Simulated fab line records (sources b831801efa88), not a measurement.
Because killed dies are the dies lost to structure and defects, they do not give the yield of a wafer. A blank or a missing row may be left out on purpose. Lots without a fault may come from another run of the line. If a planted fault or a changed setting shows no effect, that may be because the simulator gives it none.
fab line records ; flow sky130
[record] lots = 6; wafers = 18; lastDay = 49
route steps=708 shown GATE_OXIDE@201 POLY_GATE@204 RES_PROTECT@206 PAD_OPEN@708
lots with no fault: from the same line, run without faults
startH: start of the lot's first displayed wafer, in hours after the record's first day ; waitH: hours from the lot's prior step to this one ; " the same as in the row above ; L1.1+2: one row covering several wafers at once ; - either no value or no given start ; * or withheld: withheld ; < > ~ a bound
route shown NAME@n: names a module that has steps shown in the file, with the first one's number in the route ; usual: mean/standard deviation of fault-free wafers ; same: alike in all rows ; chamber/n: place in a boat ; sites: readings site by site ; _std_site: standard deviation of those values ; _edge_site: the outer-site mean with the inner-site mean subtracted ; radiusMm: how far each site lies from the wafer's centre ; mask NAME#n: copy n ; behind: tool/chamber where the wafer was last shaped ; hold: the reason the lot was held/the length of the hold in hours/how it ended ; device: the transistor (n, p or np) that didn't switch ; end of line: at the end of the route, the tests of the same wafers ; step lacking rows: just its recipe ; killed: the dies lost at the first sort to structure and to defects; this is not the yield of the wafer ; map: a wafer's dies, x killed, . not, _ none there
set.NAME: setting as actually run; set.NAME@STEP: the setting as run at that earlier step ; model.NAME: the simulator's own value behind a step, which no gauge read
a table for each step, a row for each wafer; lots at some steps of the route
services: from which hour (startH, from the record's first day; less than 0 if before it) a tool's chamber was out of use, for how many hours, and why
[[steps]]
[step SKY_GATE_OXIDE_TW_MEAS_14]
[usual] GATE_OXIDE_TW = 226.0/1.7
lot.wafer;tool;chamber;startH;waitH;GATE_OXIDE_TW
L960.1;filmMetro-03;-;406.81;0.1;224.6
L960.4;filmMetro-03;-;406.81;0.1;225.4
L960.6;filmMetro-03;-;406.81;0.1;223.7
L961.4;filmMetro-02;-;411.00;0.1;225.8
L961.5;filmMetro-02;-;411.00;0.1;226.3
L961.6;filmMetro-02;-;411.00;0.1;225.4
L962.3;filmMetro-03;-;423.64;0.1;225.6
L962.4;filmMetro-03;-;423.64;0.1;225.2
L962.5;filmMetro-03;-;423.64;0.1;227.2
L964.1;filmMetro-02;-;440.75;0.1;226.3
L964.2;filmMetro-02;-;440.75;0.1;226.4
L964.4;filmMetro-02;-;440.75;0.1;224.9
L963.3;filmMetro-03;-;440.95;0.1;224.6
L963.5;filmMetro-03;-;440.95;0.1;223.9
L963.6;filmMetro-03;-;440.95;0.1;223.1
L965.1;filmMetro-02;-;452.93;0.1;226.5
L965.2;filmMetro-02;-;452.93;0.1;226.8
L965.5;filmMetro-02;-;452.93;0.1;225.9
[step SKY_GATE_OXIDE_CLEAN_15]
[recipe] chemistry = SC1/SC2; mix = 1:4:20; tempC = 70; timeS = 150; dry = n2Spin
[step SKY_GATE_OXIDE_OXIDATION_16]
[recipe] tempC = 800; ambient = O2; idleTempC = 700; rampUpCPerMin = 10; rampDownCPerMin = 3; stabiliseS = 600; purgeS = 300; targetThkA = 35.7; oxTimeS = 1915
[step SKY_POLY_GATE_CVD_00]
[recipe] material = poly-Si; targetThkNm = 180; tempC = 620; timeS = 720; pressureMtorr = 200
[step SKY_POLY_GATE_THK_MEAS_01]
[recipe] reads = poly-Si_of_POLY_GATE_CVD_00
[usual] POLY_GATE_CVD_00_THK = 180.3/1.3
lot.wafer;tool;chamber;startH;waitH;POLY_GATE_CVD_00_THK[nm]
L960.1;filmMetro-04;-;409.66;0.0;178.8
L960.4;filmMetro-04;-;409.66;0.0;179.0
L960.6;filmMetro-04;-;409.66;0.0;180.3
L961.4;filmMetro-01;-;420.81;0.0;181.4
L961.5;filmMetro-01;-;420.81;0.0;181.9
L961.6;filmMetro-01;-;420.81;0.0;180.0
L962.3;filmMetro-01;-;429.02;0.0;179.6
L962.4;filmMetro-01;-;429.02;0.0;177.9
L962.5;filmMetro-01;-;429.02;0.0;178.6
L964.1;filmMetro-01;-;444.45;0.0;178.5
L964.2;filmMetro-01;-;444.45;0.0;177.7
L964.4;filmMetro-01;-;444.45;0.0;178.0
L963.3;filmMetro-04;-;444.47;0.0;180.6
L963.5;filmMetro-04;-;444.47;0.0;180.3
L963.6;filmMetro-04;-;444.47;0.0;180.4
L965.1;filmMetro-04;-;456.75;0.0;179.6
L965.2;filmMetro-04;-;456.75;0.0;179.0
L965.5;filmMetro-04;-;456.75;0.0;178.4
[step SKY_RES_PROTECT_DEHYDRATE_00]
[recipe] tempC = 200; timeS = 60
[step SKY_RES_PROTECT_HMDS_01]
[recipe] primeTimeS = 60; primeTempC = 120
[step SKY_RES_PROTECT_COAT_02]
[recipe] resist = NOVOLAK; spinRpm = 3000; resistThkNm = 1140
[step SKY_RES_PROTECT_SOFTBAKE_03]
[recipe] tempC = 90; timeS = 60; resist = NOVOLAK
[step SKY_RES_PROTECT_EXPOSE_04]
[recipe] maskId = RPM; na = 0.6; sourceShape = conventional; sigmaOuter = 0.6; polarization = unpolarized; targetCdNm = 1270; doseMj = 131
[step SKY_RES_PROTECT_PEB_05]
[recipe] tempC = withheld; timeS = *; resist = NOVOLAK
[step SKY_RES_PROTECT_DEVELOP_06]
[recipe] resist = NOVOLAK; developer = TMAH; developTimeS = 60; devTempC = 23
[step SKY_POLY_GATE_IMPLANT_02]
[recipe] species = P; energyKev = 30; doseCm2 = 7.7e+15; tiltDeg = 0
[usual] beamOnS = 35.7/1.7; doseIonsCm2 = 7.702e+15/7.7e+12; endStationPressureTorr = 1.08e-05/6.6e-07
lot.wafer;tool;chamber;startH;waitH;beamOnS;doseIonsCm2;endStationPressureTorr
L960.1;implanter-03;0;439.41;0.1;37.7;7.692e+15;1e-05
L960.4;implanter-03;0;439.41;0.1;39.5;7.687e+15;1.03e-05
L960.6;implanter-03;0;439.41;0.1;38.2;7.697e+15;1.06e-05
L961.4;implanter-04;0;450.85;0.1;33.9;7.706e+15;1.13e-05
L961.5;implanter-04;0;450.85;0.1;32.9;7.698e+15;1.15e-05
L961.6;implanter-04;0;450.85;0.1;34.1;7.699e+15;1.08e-05
L962.3;implanter-04;0;460.66;0.1;33.9;7.702e+15;1.02e-05
L962.4;implanter-04;0;460.66;0.1;33.6;7.691e+15;1.1e-05
L962.5;implanter-04;0;460.66;0.1;34.7;7.701e+15;1.1e-05
L963.3;implanter-02;0;475.23;0.1;35.7;7.707e+15;1.16e-05
L963.5;implanter-02;0;475.23;0.1;35.6;7.701e+15;1.12e-05
L963.6;implanter-02;0;475.23;0.1;35.7;7.714e+15;1.12e-05
L964.1;implanter-03;0;475.57;0.1;15.2;3.217e+15;1.19e-05
L964.2;implanter-03;0;475.57;0.1;15.6;3.212e+15;1.31e-05
L964.4;implanter-03;0;475.57;0.1;15.5;3.208e+15;1.23e-05
L965.1;implanter-03;0;486.82;0.1;15.7;3.214e+15;1.29e-05
L965.2;implanter-03;0;486.82;0.1;16.0;3.216e+15;1.29e-05
L965.5;implanter-03;0;486.82;0.1;15.8;3.205e+15;1.25e-05
[step SKY_RES_PROTECT_STRIP_07]
[recipe] chemistry = O2/N2; powerW = 1400; pressureMtorr = 1500; platenTempC = withheld; o2FlowSccm = 3000; n2FlowSccm = 300; overashFraction = 0.5
[usual] drypumpMotorCurrentA = 5.6/0.62; oesProductAu = 0.518/0.0046; stripTimeToEndpointS = 23.31/0.041
lot.wafer;tool;chamber;startH;waitH;drypumpMotorCurrentA;oesProductAu;rfHoursCounterH;stripTimeToEndpointS
L960.1;plasmaAsher-03;1;439.56;0.1;5.3;0.516;64;23.32
L960.4;plasmaAsher-03;0;439.56;0.1;5.9;0.521;-;23.33
L960.6;plasmaAsher-03;1;439.56;0.1;5.3;0.518;-;23.37
L961.4;plasmaAsher-01;1;450.96;0.1;5.4;0.521;-;23.30
L961.5;plasmaAsher-01;1;450.96;0.1;5.4;0.520;-;23.32
L961.6;plasmaAsher-01;0;450.96;0.1;6.2;0.522;-;23.33
L962.3;plasmaAsher-03;0;460.80;0.1;5.8;0.523;-;23.32
L962.4;plasmaAsher-03;1;460.80;0.1;5.3;0.515;-;23.36
L962.5;plasmaAsher-03;1;460.80;0.1;5.3;0.526;-;23.30
L963.3;plasmaAsher-03;1;475.38;0.1;5.3;0.519;-;23.41
L963.5;plasmaAsher-03;0;475.38;0.1;5.8;0.517;-;23.33
L963.6;plasmaAsher-03;1;475.38;0.1;5.3;0.517;-;23.38
L964.1;plasmaAsher-04;1;475.72;0.1;4.7;0.562;79;19.82
L964.2;plasmaAsher-04;0;475.72;0.1;6.5;0.562;79;19.81
L964.4;plasmaAsher-04;1;475.72;0.1;4.7;0.560;-;19.81
L965.1;plasmaAsher-04;1;486.97;0.1;4.7;0.566;80;19.84
L965.2;plasmaAsher-04;0;486.97;0.1;6.5;0.566;80;19.77
L965.5;plasmaAsher-04;0;486.97;0.1;6.5;0.564;-;19.72
[step SKY_RES_PROTECT_TW_MEAS_08]
[usual] POLY_GATE_TW = 4086/34
lot.wafer;tool;chamber;startH;waitH;hold;POLY_GATE_TW
L960.1;filmMetro-04;-;439.66;0.1;-;4084
L960.4;filmMetro-04;-;439.66;0.1;-;4077
L960.6;filmMetro-04;-;439.66;0.1;-;4101
L961.4;filmMetro-04;-;451.06;0.1;-;4109
L961.5;filmMetro-04;-;451.06;0.1;-;4103
L961.6;filmMetro-04;-;451.06;0.1;-;4080
L962.3;filmMetro-03;-;460.88;0.1;-;4035
L962.4;filmMetro-03;-;460.88;0.1;-;4059
L962.5;filmMetro-03;-;460.88;0.1;-;4039
L963.3;filmMetro-04;-;475.47;0.1;-;4123
L963.5;filmMetro-04;-;475.47;0.1;-;4096
L963.6;filmMetro-04;-;475.47;0.1;-;4158
L964.1;filmMetro-03;-;475.82;0.1;awaitDispo/0.2h/release;3751
L964.2;filmMetro-03;-;475.82;0.1;awaitDispo/0.2h/release;3734
L964.4;filmMetro-03;-;475.82;0.1;awaitDispo/0.2h/release;3729
L964.1;filmMetro-03;-;476.05;0.2;-;3755
L964.2;filmMetro-03;-;476.05;0.2;-;3726
L964.4;filmMetro-03;-;476.05;0.2;-;3733
L965.1;filmMetro-02;-;487.12;0.1;awaitDispo/0.2h/release;3756
L965.2;filmMetro-02;-;487.12;0.1;awaitDispo/0.2h/release;3752
L965.5;filmMetro-02;-;487.12;0.1;awaitDispo/0.2h/release;3755
L965.1;filmMetro-02;-;487.35;0.2;-;3777
L965.2;filmMetro-02;-;487.35;0.2;-;3751
L965.5;filmMetro-02;-;487.35;0.2;-;3761
[step SKY_PAD_OPEN_PROBE_99]
[usual] killed_at_M0_to_M3 = 43/6.4; killed_at_M4_up = 2.9/1.7; killedAtContacts = 24/5; killedAtFrontEnd = 15/4; killedAtOther = 0.4/0.62; killedDies = 86/9.3; killedOpen = 47/6.8; killedShort = 38/5.8
[same] grossDies = 492; killedAtBackSide = 0
lot.wafer;tool;chamber;startH;waitH;killed_at_M0_to_M3;killed_at_M4_up;killedAtContacts;killedAtFrontEnd;killedAtOther;killedDies;killedOpen;killedShort;model.etest.resPoly.lineOhmUm;model.etest.liconPoly.rcOhm;model.etest.resPoly.rsOhmSq;model.etest.nfet_01v8.rOnOhmUm;model.etest.nfet_01v8_lvt.driveUaUm;model.etest.nfet_01v8_swapped.driveUaUm;model.etest.nfet_01v8_turned.driveUaUm;model.etest.nfet_01v8.driveUaUm
L960.1;prober-01;-;1144.80;0.1;59;4;21;16;0;100;55;45;531.2;147.4;48.15;820.3;569.2;509.1;504.4;501.8
L960.4;prober-01;-;1144.95;0.2;43;3;29;9;0;84;47;37;500.4;148.5;47.93;840.5;568.2;498.1;501.9;495.4
L960.6;prober-01;-;1145.05;0.2;44;3;24;23;1;95;54;41;536.1;148.3;48.22;816.8;576.6;510.3;511.8;512.5
L961.4;prober-02;-;1150.49;0.2;38;8;23;15;0;84;51;33;521.6;155.8;48.41;839.3;571.2;498.6;500.6;498.1
L961.5;prober-02;-;1150.54;0.2;42;1;18;21;1;83;49;34;525.8;148.3;48.05;831.3;585.7;507.3;509.4;504.9
L961.6;prober-02;-;1150.59;0.2;42;2;23;18;0;85;43;41;518.9;151;48.58;828.9;581.2;511.1;507.1;512.1
L962.3;prober-01;-;1155.91;0.2;48;1;29;15;0;93;58;35;515.8;147.5;48;833.2;573.1;500.5;495.1;496.6
L962.4;prober-01;-;1155.96;0.2;39;2;22;14;0;77;35;42;534.2;148.9;48.38;821.9;568.9;499.5;499.8;498.8
L962.5;prober-01;-;1156.01;0.2;47;4;30;16;0;97;53;42;500.8;146.5;47.85;842.1;564.6;486.9;491.6;487.4
L963.3;prober-02;-;1165.75;0.2;52;4;24;15;0;95;56;39;508.2;146.6;47.74;837.6;567.1;501;497.1;495.5
L963.5;prober-02;-;1165.85;0.2;54;5;24;17;0;100;49;51;509;158;48.4;844.8;562.1;499.7;495;497.9
L963.6;prober-02;-;1165.90;0.2;41;6;32;15;0;94;45;49;489.6;143.9;47.76;849.9;557.7;487.7;493.8;492.1
L964.1;prober-01;-;1166.97;0.1;51;2;22;9;1;85;44;40;1316;727.3;122.7;845.9;563.4;492.1;494.6;494.1
L964.2;prober-01;-;1167.02;0.1;50;3;30;10;0;93;56;37;1464;736.1;126.7;841.7;558.5;492.5;491;489.1
L964.4;prober-01;-;1167.12;0.2;53;2;24;11;1;91;50;40;1273;726.4;121.6;866.9;550.4;479;478.3;479.8
L965.1;prober-01;-;1170.23;0.1;44;4;24;19;0;91;49;39;1293;697.7;123.1;855.6;555.1;475.4;477.3;476.3
L965.2;prober-01;-;1170.28;0.1;38;3;24;20;0;85;36;49;1318;765;131.6;890.8;526.2;460.7;458.2;458.4
L965.5;prober-01;-;1170.43;0.2;45;3;24;22;0;94;54;40;1299;793.7;127.7;891.3;542.5;465.2;466.1;465.9
// killed by level:class
L960.1 VIA1:geometricParticle:open=13 CONTACT:geometricParticle:open=8 VIA2:geometricParticle:open=8 METAL2:geometricParticle:short=6 VIA2:geometricParticle:short=6 VIA3:geometricParticle:open=6 FIELD_ISO:geometricParticle:short=5 VIA1:geometricParticle:short=5
L960.4 VIA1:geometricParticle:open=15 LI_CONTACT:geometricParticle:open=10 CONTACT:geometricParticle:open=10 METAL2:geometricParticle:short=7 VIA1:geometricParticle:short=5 FIELD_ISO:geometricParticle:open=4 CONTACT:geometricParticle:short=4 VIA3:geometricParticle:short=4
L960.6 CONTACT:geometricParticle:open=11 VIA1:geometricParticle:open=10 VIA2:geometricParticle:open=8 VIA1:geometricParticle:short=6 LI_CONTACT:geometricParticle:open=6 METAL1:geometricParticle:short=6 VIA3:geometricParticle:open=6 FIELD_ISO:geometricParticle:open=5
L961.4 CONTACT:geometricParticle:open=10 VIA1:geometricParticle:open=8 VIA3:geometricParticle:open=7 FIELD_ISO:geometricParticle:open=5 VIA2:geometricParticle:short=5 METAL2:geometricParticle:short=4 LI_CONTACT:geometricParticle:open=4 METAL1:geometricParticle:short=4
L961.5 CONTACT:geometricParticle:open=9 VIA3:geometricParticle:open=9 FIELD_ISO:geometricParticle:open=7 VIA1:geometricParticle:open=7 VIA2:geometricParticle:open=7 FIELD_ISO:geometricParticle:short=5 METAL3:geometricParticle:short=5 METAL2:geometricParticle:short=5
L961.6 CONTACT:geometricParticle:open=9 VIA1:geometricParticle:open=9 METAL2:geometricParticle:short=7 FIELD_ISO:geometricParticle:short=6 VIA3:geometricParticle:open=6 VIA2:geometricParticle:open=6 METAL1:geometricParticle:short=5 POLY_GATE:geometricParticle:short=4
L962.3 CONTACT:geometricParticle:open=14 VIA1:geometricParticle:open=10 VIA3:geometricParticle:open=10 VIA2:geometricParticle:open=7 CONTACT:geometricParticle:short=7 FIELD_ISO:geometricParticle:open=6 LI_CONTACT:geometricParticle:open=5 METAL1:geometricParticle:short=5
L962.4 CONTACT:geometricParticle:open=12 VIA1:geometricParticle:short=8 VIA1:geometricParticle:open=7 METAL1:geometricParticle:short=5 LOCAL_INTERCONNECT:geometricParticle:short=5 METAL3:geometricParticle:short=5 VIA3:geometricParticle:open=5 CONTACT:geometricParticle:short=4
L962.5 CONTACT:geometricParticle:open=14 VIA1:geometricParticle:open=10 VIA2:geometricParticle:open=9 LI_CONTACT:geometricParticle:open=7 CONTACT:geometricParticle:short=6 METAL3:geometricParticle:short=6 FIELD_ISO:geometricParticle:short=5 METAL1:geometricParticle:short=4
L963.3 VIA1:geometricParticle:open=14 CONTACT:geometricParticle:open=10 FIELD_ISO:geometricParticle:short=7 METAL1:geometricParticle:short=7 LI_CONTACT:geometricParticle:open=6 METAL2:geometricParticle:short=6 CONTACT:geometricParticle:short=5 FIELD_ISO:geometricParticle:open=4
L963.5 VIA2:geometricParticle:open=9 CONTACT:geometricParticle:open=8 METAL1:geometricParticle:short=8 VIA1:geometricParticle:short=6 VIA1:geometricParticle:open=6 FIELD_ISO:geometricParticle:open=5 FIELD_ISO:geometricParticle:short=5 METAL3:geometricParticle:short=5
L963.6 VIA1:geometricParticle:open=14 CONTACT:geometricParticle:open=10 FIELD_ISO:geometricParticle:short=8 LI_CONTACT:geometricParticle:short=8 LI_CONTACT:geometricParticle:open=6 LOCAL_INTERCONNECT:geometricParticle:short=5 METAL1:geometricParticle:short=5 VIA1:geometricParticle:short=4
L964.1 VIA1:geometricParticle:open=14 CONTACT:geometricParticle:open=10 CONTACT:geometricParticle:short=7 VIA3:geometricParticle:open=7 VIA2:geometricParticle:short=6 VIA1:geometricParticle:short=5 METAL2:geometricParticle:open=5 VIA3:geometricParticle:short=4
L964.2 CONTACT:geometricParticle:open=13 VIA1:geometricParticle:open=11 VIA2:geometricParticle:open=9 VIA3:geometricParticle:open=9 LI_CONTACT:geometricParticle:open=7 METAL1:geometricParticle:short=7 CONTACT:geometricParticle:short=6 VIA1:geometricParticle:short=5
L964.4 VIA1:geometricParticle:open=13 CONTACT:geometricParticle:open=12 VIA2:geometricParticle:open=9 VIA1:geometricParticle:short=8 VIA3:geometricParticle:open=7 LOCAL_INTERCONNECT:geometricParticle:short=5 METAL1:geometricParticle:short=5 LI_CONTACT:geometricParticle:short=4
L965.1 VIA1:geometricParticle:open=12 VIA3:geometricParticle:open=8 LI_CONTACT:geometricParticle:open=6 FIELD_ISO:geometricParticle:open=5 LOCAL_INTERCONNECT:geometricParticle:open=5 FIELD_ISO:geometricParticle:short=4 LOCAL_INTERCONNECT:geometricParticle:short=4 CONTACT:geometricParticle:open=4
L965.2 METAL2:geometricParticle:short=8 CONTACT:geometricParticle:open=6 VIA1:geometricParticle:open=6 VIA1:geometricParticle:short=6 FIELD_ISO:geometricParticle:short=5 LOCAL_INTERCONNECT:geometricParticle:short=5 LI_CONTACT:geometricParticle:short=5 METAL1:geometricParticle:short=5
L965.5 VIA1:geometricParticle:open=15 POLY_GATE:geometricParticle:open=8 LI_CONTACT:geometricParticle:open=8 METAL2:geometricParticle:short=7 METAL1:geometricParticle:short=7 LOCAL_INTERCONNECT:geometricParticle:short=5 CONTACT:geometricParticle:open=5 VIA3:geometricParticle:open=5
[[services]]
tool;chamber;startH;hours;kind
implanter-03;-;425.37;10.8;pm
implanter-04;-;438.89;1.1;repair
plasmaAsher-01;-;456.44;28.1;pm
plasmaAsher-01;-;486.24;1.1;repair
[[key]]
[firstSign] step = SKY_POLY_GATE_IMPLANT_02; reading = doseIonsCm2; direction = down; sigmas = 99+; usual = *; struck = *
[effect] step = SKY_POLY_GATE_IMPLANT_02; reading = beamOnS; direction = down; sigmas = 12; usual = 35.7; struck = 15.6
[effect] step = SKY_RES_PROTECT_STRIP_07; reading = stripTimeToEndpointS; direction = down; sigmas = 87; usual = *; struck = *
[effect] step = SKY_RES_PROTECT_TW_MEAS_08; reading = visit; direction = added
[effect] step = SKY_RES_PROTECT_TW_MEAS_08; reading = POLY_GATE_TW; direction = down; sigmas = 10; usual = 4086; struck = 3746
[modelEffect] step = SKY_PAD_OPEN_PROBE_99; value = etest.resPoly.lineOhmUm; without = 510.3; struck = 1327
metAt SKY_POLY_GATE_IMPLANT_02
struckWafers L964.1,L964.2,L964.4,L965.1,L965.2,L965.5
testerLeftOut L964,L965
onsetBetween 439.41 475.57
[fault] kind = processParameterDrift; tool = implanter-03; chamber = -; onsetH = 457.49; steps = SKY_POLY_GATE_IMPLANT_02; channel = doseCm2; offset = *; shape = step; endH = 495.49; actsIn = *; stated = *
// testerLeftOut: of these lots the tester's yield and bins aren't shown, on N5 and GAA mostly nor the transistor test; their killed dies are dies lost to structure and defects alone, not to doping, threshold or leakage, so they don't give the yield
